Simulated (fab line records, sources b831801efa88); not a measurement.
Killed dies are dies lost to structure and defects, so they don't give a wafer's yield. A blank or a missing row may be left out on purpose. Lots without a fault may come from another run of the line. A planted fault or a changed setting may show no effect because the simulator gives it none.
A struck lot beside a sound one | flow sky130 | 18 steps out of a route of 708
Sound: wafers L980.1, L980.2, L980.3. Struck: wafers L985.2, L985.4. (L985.5 of the same lot was not struck and is left out.) The cause comes at the end.
At each step with rows: each side's tool, then ch and its chambers, then its first start. Under that, the readings that differ: sound wafers | struck wafers | difference of the means | sigmas: that difference in standard deviations of wafers without a fault.
alike: readings whose means differ by less than 2 such deviations, and words and numbers that are the same on both sides. not compared: withheld readings, readings that some wafer has no value for, bounds like >300 that may hide the same value, and numbers for which the record gives no deviation and whose values overlap.
The two part at a step that has a row with sigmas, a row that says differs or no value, or rows on one side only. Numbers that don't overlap but have no deviation are shown without sigmas and don't part them. A reading that every wafer of one side lacks parts them only if that side has two wafers or more.

first, 3 steps without rows for these wafers: SKY_POLY_CUT_EXPOSE_05 (exposes mask NPCM, target cd 270 nm); SKY_POLY_CUT_PEB_06; SKY_POLY_CUT_DEVELOP_07 (develop time 60 s).
SKY_POLY_CUT_CD_MEAS_08: target cd 270 nm.
  sound on cd_sem-02, day 27 23:17; struck on cd_sem-02, day 29 22:21
  alike: cd_nm
SKY_POLY_CUT_OVL_MEAS_09:
  sound on overlay-02, day 27 23:24; struck on overlay-02, day 29 22:28
  alike: POLY_CUT_OVL
SKY_POLY_CUT_ETCH_10: etches BARC in N2/H2, stops on SiO2, time 45.9 s, target depth 60 nm.
  sound on rie_diel-02 ch 0,2,3, day 27 23:26; struck on rie_diel-04 ch 1,3, day 29 22:29
  alike: drypump_motor_current_A, oes_product_au, throttle_valve_pct
  not compared: rf_hours_counter_h
SKY_POLY_CUT_ETCH_11: etches Si3N4 in CF4/CH2F2/Ar, stops on poly-Si, time 42.5 s, target depth 60 nm.
  sound on rie_diel-02 ch 0,2,3, day 27 23:29; struck on rie_diel-04 ch 1,3, day 29 22:32
  alike: ch2f2_flow_sccm, drypump_motor_current_A, oes_product_au, throttle_valve_pct
  not compared: rf_hours_counter_h
SKY_POLY_CUT_STRIP_12: strips in O2/N2.
  sound on plasma_asher-03 ch 0,1, day 27 23:31; struck on plasma_asher-02 ch 0,1, day 29 22:34
  reading                     | sound       | struck  | difference | sigmas
  drypump_motor_current_A (A) | 6.2 5.9 6.2 | 5.5 4.9 | -0.9       | -2
  alike: oes_product_au, strip_time_to_endpoint_s
  not compared: rf_hours_counter_h
then, 4 steps without rows for these wafers: SKY_SD_P_DEHYDRATE_00 (time 60 s); SKY_SD_P_HMDS_01 (prime time 60 s); SKY_SD_P_COAT_02 (resist thk 1140 nm); SKY_SD_P_SOFTBAKE_03 (time 60 s).
SKY_SD_P_EXPOSE_04: exposes mask PSDM, target cd 380 nm.
  sound on iline_stepper-02 ch 0, day 28 14:06; struck on iline_stepper-02 ch 0, day 30 11:36
  alike: mask
then, 2 steps without rows for these wafers: SKY_SD_P_PEB_05; SKY_SD_P_DEVELOP_06 (develop time 60 s).
SKY_SD_P_CD_MEAS_07: target cd 380 nm.
  sound on cd_sem-01, day 29 03:24; struck on cd_sem-02, day 31 01:13
  reading    | sound             | struck      | difference | sigmas
  cd_nm (nm) | 384.1 381.9 383.1 | 364.3 363.9 | -18.9      | -9
SKY_SD_P_OVL_MEAS_08:
  sound on overlay-02, day 29 03:31; struck on overlay-02, day 31 01:20
  alike: SD_P_OVL
-- the record jumps here: 18 days lie between the struck wafers' starts before and after (it left off in module SD_P and takes up again in module PAD_OPEN, whose first step shown is number 708 of the route) --
SKY_PAD_OPEN_PROBE_99:
  sound on prober-01, day 48 10:33; struck on prober-02, day 49 12:40
  reading     | sound    | struck | difference | sigmas
  killed_open | 44 43 36 | 66 52  | +18        | +2
  alike: killed_at_M0_to_M3, killed_at_M4_up, killed_at_contacts, killed_at_front_end, killed_at_other, killed_dies, killed_short

WHERE THEY PART
First at SKY_POLY_CUT_STRIP_12; last, within this record, at SKY_PAD_OPEN_PROBE_99.

WHY: what the simulator had put in
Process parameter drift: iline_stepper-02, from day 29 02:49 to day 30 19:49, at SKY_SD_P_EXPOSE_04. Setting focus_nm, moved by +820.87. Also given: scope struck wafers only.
